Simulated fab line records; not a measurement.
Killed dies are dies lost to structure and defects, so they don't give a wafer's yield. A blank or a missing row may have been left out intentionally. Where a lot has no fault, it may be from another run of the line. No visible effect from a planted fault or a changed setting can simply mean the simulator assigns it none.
What tool caused it? -- flow gf180mcu -- 10 lots with 30 wafers sampled at 8 steps, on a route of 602 steps

== WHAT EACH GAUGE READ, for each wafer ==
GF_TOP_METAL_RS_MEAS_05: measurement is done with a four-point probe. Usual: for TOP_METAL_ALCU_RS the level is 0.0330 ohm/sq and the standard deviation is 0.0005.
lot,measured,on,TOP_METAL_ALCU_RS (ohm/sq),flag
L605,day 27 14:31,film-metro-01,0.0334 0.0333 0.0331,
L608,day 28 08:02,film-metro-01,0.0343 0.0327 0.0335,
L613,day 30 00:20,film-metro-01,0.0323 0.0327 0.0324,
L614,day 30 09:34,film-metro-01,0.0334 0.0323 0.0322,
L619,day 31 12:02,film-metro-01,0.0328 0.0326 0.0168 0.0329 0.0325 0.0167,OFF
L620,day 31 16:17,film-metro-01,0.0336 0.0337 0.0335,
L622,day 32 07:08,film-metro-03,0.0329 0.0167 0.0322 0.0328 0.0167 0.0322,OFF
L626,day 33 03:07,film-metro-04,0.0329 0.0335 0.0322,
L627,day 33 07:41,film-metro-01,0.0324 0.0326 0.0327,
L628,day 33 12:14,film-metro-01,0.0333 0.0332 0.0334,

GF_TOP_METAL_THK_MEAS_06: measures by xrf. Usual: for TOP_METAL_ALCU_THK the level is 892 nm and the standard deviation is 14.
lot,measured,on,TOP_METAL_ALCU_THK (nm),flag
L605,day 27 14:37,film-metro-01,876 878 891,
L608,day 28 08:09,film-metro-01,858 901 878,
L613,day 30 00:28,film-metro-01,915 901 911,
L614,day 30 09:41,film-metro-01,876 911 912,
L619,day 31 15:51,film-metro-01,898 905 1742 900 908 1750,OFF
L620,day 31 16:25,film-metro-01,881 872 877,
L622,day 32 08:49,film-metro-03,898 1762 921 898 1762 922,OFF
L626,day 33 03:13,film-metro-04,891 874 913,
L627,day 33 07:47,film-metro-01,905 894 892,
L628,day 33 12:20,film-metro-01,877 881 873,

GF_TOP_METAL_CD_MEAS_14: the cd target is 440 nm. Usual: cd-nm at 439.4 nm, with a standard deviation of 2.2.
lot,measured,on,cd-nm (nm),flag
L605,day 28 10:05,cd-sem-02,437.5 440.2 438.1,
L608,day 29 02:52,cd-sem-01,438.0 437.7 437.4,
L613,day 30 18:08,cd-sem-02,444.1 444.5 443.0,
L614,day 31 03:40,cd-sem-02,438.0 436.8 437.2,
L619,day 32 05:55,cd-sem-02,441.9 439.7 440.5,
L620,day 32 08:56,cd-sem-02,440.2 437.9 437.8,
L622,day 32 22:53,cd-sem-01,441.3 442.7 444.0,
L626,day 33 18:16,cd-sem-01,440.4 438.2 437.9,
L627,day 33 23:18,cd-sem-02,439.0 437.2 437.0,
L628,day 34 03:43,cd-sem-01,436.8 436.5 436.4,

GF_PASSIVATION_BOW_MEAS_14. Usual: for PASSIVATION_BOW the level is 138 um and the standard deviation is 11.
lot,measured,on,PASSIVATION_BOW (um),flag
L605,day 29 08:26,film-metro-02,136 143 132,
L608,day 30 00:55,film-metro-04,119 119 128,
L613,day 31 15:15,film-metro-03,149 150 159,
L614,day 32 00:49,film-metro-04,132 125 127,
L619,day 33 00:58,film-metro-04,135 138 99 - - -,
L620,day 33 04:04,film-metro-02,139 140 139,
L622,day 33 17:43,film-metro-02,142 95 136 - - -,
L626,day 34 12:32,film-metro-03,159 162 147,
L627,day 34 16:43,film-metro-02,128 124 140,
L628,day 34 21:14,film-metro-03,140 135 142,

== TOOL THAT RAN EACH LOT (tool first, then ch and the chambers of the sampled wafers, then the start) ==
lot,GF_V5_CMP_04,GF_TOP_METAL_SPUTTER_02,GF_TOP_METAL_METAL_ETCH_16,GF_PASSIVATION_CVD_00
L605,"cmp-01 ch 0,1,2, day 26 16:19","pvd-sputter-03, day 27 14:24","rie-metal-03 ch 1, day 28 10:16","pecvd-01 ch 1,2, day 28 11:06"
L608,"cmp-02 ch 0,1,2, day 27 10:27","pvd-sputter-01, day 28 07:56","rie-metal-01 ch 1, day 29 03:03","pecvd-01 ch 1,2, day 29 03:52"
L613,"cmp-01 ch 0,1,3, day 29 02:17","pvd-sputter-03, day 30 00:15","rie-metal-03 ch 0,1, day 30 18:17","pecvd-01 ch 0,1,2, day 30 19:01"
L614,"cmp-02 ch 1,2, day 29 11:18","pvd-sputter-01, day 30 09:29","rie-metal-02 ch 0, day 31 03:49","pecvd-02 ch 0,1,2, day 31 04:42"
L619,"cmp-01 ch 0,2, day 30 16:10","pvd-sputter-03, day 31 11:57","rie-metal-01 ch 0,1, day 32 06:04","pecvd-03 ch 0,1, day 32 06:47"
L620,"cmp-02 ch 0,1,3, day 30 20:39","pvd-sputter-01, day 31 16:12","rie-metal-03 ch 0,1, day 32 09:05","pecvd-03 ch 0,1,2, day 32 09:49"
L622,"cmp-01 ch 1,2, day 31 11:47","pvd-sputter-03, day 32 07:02","rie-metal-02 ch 0,1, day 32 23:01","pecvd-02 ch 0,1, day 32 23:43"
L626,"cmp-02 ch 0,3, day 32 08:55","pvd-sputter-01, day 33 02:59","rie-metal-02 ch 0,1, day 33 18:26","pecvd-02 ch 1,2, day 33 19:06"
L627,"cmp-01 ch 1,2,3, day 32 13:11","pvd-sputter-02, day 33 07:34","rie-metal-01 ch 0,1, day 33 23:26","pecvd-01 ch 0,1,2, day 34 00:14"
L628,"cmp-01 ch 0,1, day 32 18:54","pvd-sputter-01, day 33 12:06","rie-metal-02 ch 0,1, day 34 03:54","pecvd-03 ch 0,2, day 34 04:34"
- GF_V5_CMP_04: polishes SiO2.
- GF_TOP_METAL_SPUTTER_02: material AlCu, target thk 900 nm, time 47.82 s.
- GF_TOP_METAL_METAL_ETCH_16: etches the open film in Cl2/BCl3, stops on SiO2, target depth 1077.5 nm, time 179.6 s.
- GF_PASSIVATION_CVD_00: deposits SiO2 from TEOS, target thk 1000 nm, time 111.95 s.

== AS READ BY THE TOOLS THEMSELVES (means over the sampled wafers that have a number; for cases with no such wafer, the mark the record gives instead) ==
GF_V5_CMP_04. Usual: motor-current-A at 12.7 A, with a standard deviation of 1.3.
lot,tool,motor-current-A (A),flag
L605,cmp-01,13.5,
L608,cmp-02,12.6,
L613,cmp-01,13.2,
L614,cmp-02,11.4,
L619,cmp-01,14.6,
L620,cmp-02,12.2,
L622,cmp-01,13.2,
L626,cmp-02,13.3,
L627,cmp-01,12.9,
L628,cmp-01,14.2,

GF_TOP_METAL_SPUTTER_02. Usual: throttle-valve-pct at 30.1 %, with a standard deviation of 1.2.
lot,tool,throttle-valve-pct (%),flag
L605,pvd-sputter-03,29.5,
L608,pvd-sputter-01,29.8,
L613,pvd-sputter-03,30.2,
L614,pvd-sputter-01,31.1,
L619,pvd-sputter-03,29.1,
L620,pvd-sputter-01,29.4,
L622,pvd-sputter-03,30.2,
L626,pvd-sputter-01,30.1,
L627,pvd-sputter-02,30.8,
L628,pvd-sputter-01,29.0,

GF_TOP_METAL_METAL_ETCH_16. Usual: bcl3-flow-sccm 40.00 sccm, standard deviation 0.12; drypump-motor-current-A 5.7 A, standard deviation 0.4; mfc-cl2-sccm 79.97 sccm, standard deviation 0.24; oes-product-au 0.963 a.u., standard deviation 0.0086; throttle-valve-pct 28.262 %, standard deviation 0.012.
lot,tool,bcl3-flow-sccm (sccm),drypump-motor-current-A (A),mfc-cl2-sccm (sccm),oes-product-au (a.u.),throttle-valve-pct (%),flag
L605,rie-metal-03,39.81,5.7,80.20,0.964,28.264,
L608,rie-metal-01,39.94,5.7,80.09,0.958,28.264,
L613,rie-metal-03,39.95,5.7,79.62,0.970,28.261,
L614,rie-metal-02,39.93,5.2,79.78,0.970,28.250,
L619,rie-metal-01,40.02,5.9,79.99,0.985,28.237,
L620,rie-metal-03,40.07,5.6,80.02,0.953,28.270,
L622,rie-metal-02,40.08,5.5,79.93,0.980,28.238,
L626,rie-metal-02,40.04,5.4,79.97,0.970,28.261,
L627,rie-metal-01,40.10,6.1,80.00,0.969,28.266,
L628,rie-metal-02,39.91,5.5,80.15,0.951,28.269,

GF_PASSIVATION_CVD_00. Usual: heater-power-w at 686 W, with a standard deviation of 130.
lot,tool,heater-power-w (W),flag
L605,pecvd-01,674,
L608,pecvd-01,681,
L613,pecvd-01,628,
L614,pecvd-02,740,
L619,pecvd-03,630,
L620,pecvd-03,611,
L622,pecvd-02,690,
L626,pecvd-02,619,
L627,pecvd-01,627,
L628,pecvd-03,640,

== THE ANSWER, worked out from the rows above alone ==
Rule: take the mean of a lot's wafers that have a number; if it is more than 3 standard deviations from the usual mean, the lot is off. Also off: a lot with no number at a reading for which 4 or more lots have one. Any other lot the step has rows for is counted as sound. After the gauges, taken in route order, come the tools' own readings; for these a lot's mean is taken, as printed above. The first step at which some lot is off is used, and at that step the reading that is off furthest; a lot without a number counts as furthest.
Off: L619, L622, at GF_TOP_METAL_RS_MEAS_05 (TOP_METAL_ALCU_RS).
If a tool, at a process step before that reading, ran all the lots that are off and no sound lot after the first of them, it fits. Gauges at GF_TOP_METAL_RS_MEAS_05: tried the same way as those tools. One fits: pvd-sputter-03 at GF_TOP_METAL_SPUTTER_02. Its last sound lot is L613 (day 30 00:15), its first lot that is off L619 (day 31 11:57): a fault that began between those two fits.

== WHAT THE SIMULATOR PUT IN ==
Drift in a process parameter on pvd-sputter-03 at GF_TOP_METAL_SPUTTER_02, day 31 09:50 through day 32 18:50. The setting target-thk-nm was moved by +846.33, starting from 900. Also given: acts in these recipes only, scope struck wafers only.
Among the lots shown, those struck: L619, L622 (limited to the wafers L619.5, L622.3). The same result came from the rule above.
